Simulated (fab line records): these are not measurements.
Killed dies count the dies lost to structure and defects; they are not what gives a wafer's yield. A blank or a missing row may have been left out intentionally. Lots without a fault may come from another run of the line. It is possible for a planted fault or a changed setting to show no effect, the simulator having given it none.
Which tool was responsible?    flow sky130    13 lots with 39 wafers sampled at 4 steps, on a route of 708 steps

WHAT EACH GAUGE READ, for each wafer
SKY_SD_N_TW_MEAS_12.
lot   measured      on             SD_N_TW
L403  day 28 03:26  film-metro-02  3984 3973 3992
L406  day 29 07:07  film-metro-03  3984 3998 3987
L408  day 29 17:43  film-metro-03  4004 3999 3992
L407  day 29 19:26  film-metro-02  3953 3941 3942
L409  day 29 20:28  film-metro-01  3996 4011 4009
L412  day 31 06:52  film-metro-03  3989 4003 3986
L413  day 31 08:03  film-metro-03  4352 4358 4331
L416  day 32 02:05  film-metro-01  4316 4337 4324
L418  day 32 22:52  film-metro-01  4004 4003 4002
L419  day 33 04:08  film-metro-02  3990 3989 3994
L422  day 34 05:34  film-metro-01  4000 3991 3991
L423  day 34 11:10  film-metro-03  3987 3985 3954
L424  day 34 18:35  film-metro-03  3978 3965 3982

SKY_SD_N_RS_MEAS_16: measures by four-point-probe.
lot   measured      on             SD_N_RS (ohm/sq)
L403  day 28 03:43  film-metro-01  68.51 68.60 68.69
L406  day 29 07:25  film-metro-02  68.41 68.42 68.47
L408  day 29 17:59  film-metro-01  68.73 68.73 68.63
L407  day 29 19:43  film-metro-01  68.75 68.70 68.75
L409  day 29 20:46  film-metro-01  68.52 68.52 68.62
L412  day 31 07:08  film-metro-01  68.52 68.70 68.66
L413  day 31 08:20  film-metro-01  58.00 57.85 57.83
L416  day 32 02:22  film-metro-02  57.85 57.88 57.90
L418  day 32 23:13  film-metro-01  68.72 68.77 68.64
L419  day 33 04:25  film-metro-01  68.60 68.38 68.42
L422  day 34 05:50  film-metro-03  68.79 68.87 68.88
L423  day 34 11:26  film-metro-02  68.38 68.55 68.50
L424  day 34 18:53  film-metro-03  68.55 68.63 68.87

WHICH TOOL RAN EACH LOT (tool, then ch and the chambers of the sampled wafers, then the start)
lot   SKY_SD_N_IMPLANT_09              SKY_SD_N_STRIP_11
L403  implanter-04 ch 0, day 28 03:02  plasma-asher-03 ch 0,1, day 28 03:20
L406  implanter-04 ch 0, day 29 06:44  plasma-asher-04 ch 0,1, day 29 07:01
L408  implanter-01 ch 0, day 29 17:19  plasma-asher-02 ch 0,1, day 29 17:37
L407  implanter-01 ch 0, day 29 19:02  plasma-asher-03 ch 0,1, day 29 19:20
L409  implanter-01 ch 0, day 29 20:05  plasma-asher-03 ch 0,1, day 29 20:22
L412  implanter-03 ch 0, day 31 06:28  plasma-asher-04 ch 0,1, day 31 06:46
L413  implanter-04 ch 0, day 31 07:39  plasma-asher-02 ch 0,1, day 31 07:57
L416  implanter-04 ch 0, day 32 01:41  plasma-asher-03 ch 0,1, day 32 01:59
L418  implanter-01 ch 0, day 32 22:29  plasma-asher-04 ch 0,1, day 32 22:46
L419  implanter-01 ch 0, day 33 03:44  plasma-asher-03 ch 0,1, day 33 04:02
L422  implanter-04 ch 0, day 34 05:10  plasma-asher-03 ch 1, day 34 05:28
L423  implanter-01 ch 0, day 34 10:46  plasma-asher-04 ch 0,1, day 34 11:04
L424  implanter-04 ch 0, day 34 18:12  plasma-asher-04 ch 0,1, day 34 18:29
- SKY_SD_N_IMPLANT_09
- SKY_SD_N_STRIP_11: strips in O2/N2.

AS READ BY THE TOOLS THEMSELVES (means over the sampled wafers that have a number; for cases with no such wafer, the mark the record gives instead)
SKY_SD_N_IMPLANT_09.
lot   tool          beam-energy-keV  end-station-pressure-torr (Torr)  faraday-current-uA
L403  implanter-04  49.992           1.31e-05                          11519
L406  implanter-04  50.009           1.24e-05                          11502
L408  implanter-01  49.986           1.52e-05                          13947
L407  implanter-01  50.016           1.55e-05                          13852
L409  implanter-01  50.006           1.53e-05                          13610
L412  implanter-03  50.004           1.20e-05                          10554
L413  implanter-04  68.324           1.20e-05                          11409
L416  implanter-04  68.329           1.29e-05                          11470
L418  implanter-01  50.003           1.51e-05                          13895
L419  implanter-01  49.989           1.45e-05                          13793
L422  implanter-04  50.010           1.27e-05                          11612
L423  implanter-01  50.004           1.58e-05                          13540
L424  implanter-04  49.995           1.19e-05                          11591

SKY_SD_N_STRIP_11.
lot   tool             drypump-motor-current-A (A)  n2-flow-sccm (sccm)  oes-product-au (a.u.)  strip-time-to-endpoint-s (s)
L403  plasma-asher-03  6.2                          299.8                0.523                  22.49
L406  plasma-asher-04  6.5                          299.2                0.524                  22.51
L408  plasma-asher-02  5.4                          299.1                0.525                  22.50
L407  plasma-asher-03  6.1                          299.1                0.526                  22.53
L409  plasma-asher-03  6.1                          300.4                0.530                  22.51
L412  plasma-asher-04  6.5                          299.0                0.527                  22.50
L413  plasma-asher-02  5.2                          299.6                0.499                  25.29
L416  plasma-asher-03  6.1                          299.2                0.494                  25.29
L418  plasma-asher-04  6.5                          300.0                0.528                  22.49
L419  plasma-asher-03  6.1                          299.6                0.530                  22.49
L422  plasma-asher-03  6.2                          300.7                0.527                  22.47
L423  plasma-asher-04  6.5                          300.2                0.529                  22.48
L424  plasma-asher-04  6.5                          300.6                0.525                  22.47

THE ANSWER, worked out from the rows above alone
Rule: what is usual is taken from the lots themselves. Put in order of their means at a reading, lots are off if they are a third of the lots or fewer, leave a main group of 4 or more, and stand apart from it by a gap of 3 or more times the standard deviation of the main group's means; of several such gaps the widest counts. A main group is skipped when, at the precision printed for the reading in the tables above, its means are all equal. Also off: a lot with no number at a reading for which 4 or more lots have one. The other lots that the step has rows for count as sound. The gauges are gone through in route order, then the tools' own readings, and for those a lot's mean is taken as printed above. At the first step where some lot is off, the reading lying furthest off is the one used; lots without a number count as furthest.
Off: at SKY_SD_N_TW_MEAS_12 (SD_N_TW), L413, L416. For the main group the mean is 3987 and the standard deviation 16.
If a tool, at a process step before that reading, ran all the lots that are off and no sound lot after the first of them, it fits. Not tried: the gauges at SKY_SD_N_TW_MEAS_12; whatever is off there is also off at SKY_SD_N_IMPLANT_09, on other tools, and gauge error can't account for it. No candidate that was tried fits.

WHAT HAD BEEN PUT IN BY THE SIMULATOR
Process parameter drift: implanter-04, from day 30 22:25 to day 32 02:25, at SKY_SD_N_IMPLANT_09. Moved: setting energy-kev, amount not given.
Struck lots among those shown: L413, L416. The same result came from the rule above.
